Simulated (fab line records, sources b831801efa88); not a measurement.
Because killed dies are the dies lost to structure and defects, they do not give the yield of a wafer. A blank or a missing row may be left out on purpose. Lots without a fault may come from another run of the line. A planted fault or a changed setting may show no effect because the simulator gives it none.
Chamber matching / flow gf180mcu / GF_STI_ETCH_14 on rie-si-02 has 4 sister chambers
The step etches Si in HBr/Cl2/O2, target depth 360 nm, time 102.9 s. 4 wafers are shown with their chamber, then 8 later ones without.

## WAFERS PAIRED WITH THEIR CHAMBERS
wafer=L463.1; chamber=1; drypump-motor-current-A (A)=4.9
wafer=L473.4; chamber=3; drypump-motor-current-A (A)=6.1
wafer=L473.6; chamber=0; drypump-motor-current-A (A)=6.3
wafer=L474.3; chamber=2; drypump-motor-current-A (A)=6.3

## WAFERS WHOSE CHAMBER IS MISSING
wafer=L474.5; drypump-motor-current-A (A)=6.3
wafer=L474.6; drypump-motor-current-A (A)=6.2
wafer=L475.1; drypump-motor-current-A (A)=6.1
wafer=L475.4; drypump-motor-current-A (A)=6.2
wafer=L475.6; drypump-motor-current-A (A)=6.1
wafer=L479.1; drypump-motor-current-A (A)=6.3
wafer=L479.2; drypump-motor-current-A (A)=6.3
wafer=L479.3; drypump-motor-current-A (A)=4.9

## EACH ONE'S CHAMBER
wafer=L474.5; from the rows above=can't be placed: 0 or 2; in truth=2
wafer=L474.6; from the rows above=can't be placed: 0 or 2 or 3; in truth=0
wafer=L475.1; from the rows above=3; in truth=3
wafer=L475.4; from the rows above=can't be placed: 0 or 2 or 3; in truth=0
wafer=L475.6; from the rows above=3; in truth=3
wafer=L479.1; from the rows above=can't be placed: 0 or 2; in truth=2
wafer=L479.2; from the rows above=can't be placed: 0 or 2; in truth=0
wafer=L479.3; from the rows above=1; in truth=1
Placed correctly: 3 of 8. These rows do not allow placing 5 (true chamber among the candidates in 5). Placed wrongly: 0.
How it was worked out, from the rows above alone: a wafer's distance from a chamber is the root of the sum, over the readings, of the square of ((its reading less the chamber's mean) divided by the reading's scatter). The wafer belongs to the nearest chamber; if the next one is less than 2 further off, it can't be placed. For every chamber, the mean is computed from those of its wafers that are shown. The scatter: root of mean squared gap, hidden wafer to nearest shown wafer, with one shown wafer a chamber.
